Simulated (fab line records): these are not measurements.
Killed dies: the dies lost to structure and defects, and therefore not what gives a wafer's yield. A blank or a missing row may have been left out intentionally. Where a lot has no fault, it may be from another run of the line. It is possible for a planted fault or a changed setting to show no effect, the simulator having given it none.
Matching of chambers	flow sky130	4 sister chambers for SKY_VIA2_CMP_24 on cmp-01
The step polishes, stops on SiO2, t overpolish 20 s, target thk 0 nm. 8 wafers are shown with their chamber, then 12 later ones without.

== WAFERS WITH THEIR CHAMBER ==
wafer	chamber	motor_current_A (A)	time_to_endpoint_s (s)
L081.1	1	10.0	104
L082.1	3	11.2	100
L082.5	0	9.8	106
L085.4	0	9.7	103
L085.6	2	11.0	99
L086.4	1	10.5	103
L086.5	2	11.0	102
L086.6	3	11.1	96

== WAFERS MISSING THEIR CHAMBER ==
wafer	motor_current_A (A)	time_to_endpoint_s (s)
L088.1	10.7	99
L088.2	12.1	99
L088.3	10.8	103
L094.2	9.9	103
L094.3	10.4	101
L094.6	10.6	101
L095.3	11.1	99
L095.4	10.4	103
L095.5	9.6	110
L097.4	9.9	109
L097.5	11.2	103
L097.6	10.8	106

== WHICH CHAMBER EACH WENT THROUGH ==
wafer	from the rows above	in truth
L088.1	can't be placed: 2 or 3 or 1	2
L088.2	can't be placed: 3 or 2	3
L088.3	can't be placed: 2 or 1 or 3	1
L094.2	can't be placed: 0 or 1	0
L094.3	can't be placed: 1 or 2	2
L094.6	can't be placed: 2 or 1 or 3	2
L095.3	can't be placed: 3 or 2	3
L095.4	1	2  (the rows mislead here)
L095.5	can't be placed: 0 or 1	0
L097.4	can't be placed: 0 or 1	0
L097.5	can't be placed: 2 or 3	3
L097.6	can't be placed: 2 or 1 or 3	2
Correct placement for 0 of the 12. Can't be placed from these rows: 11 (the true chamber is among the candidates in 11). Placed wrongly: 1.
How it was worked out, from the rows above alone: a wafer's distance from a chamber is the root of the sum, over the readings, of the square of ((its reading less the chamber's mean) divided by the reading's scatter). The wafer belongs to the nearest chamber; if the next one is less than 2 further off, it can't be placed. The mean given for a chamber averages the wafers shown for that chamber. The scatter: take each reading less its chamber's mean, square it, sum over the shown wafers, divide by the number of wafers less the number of chambers, and take the root.
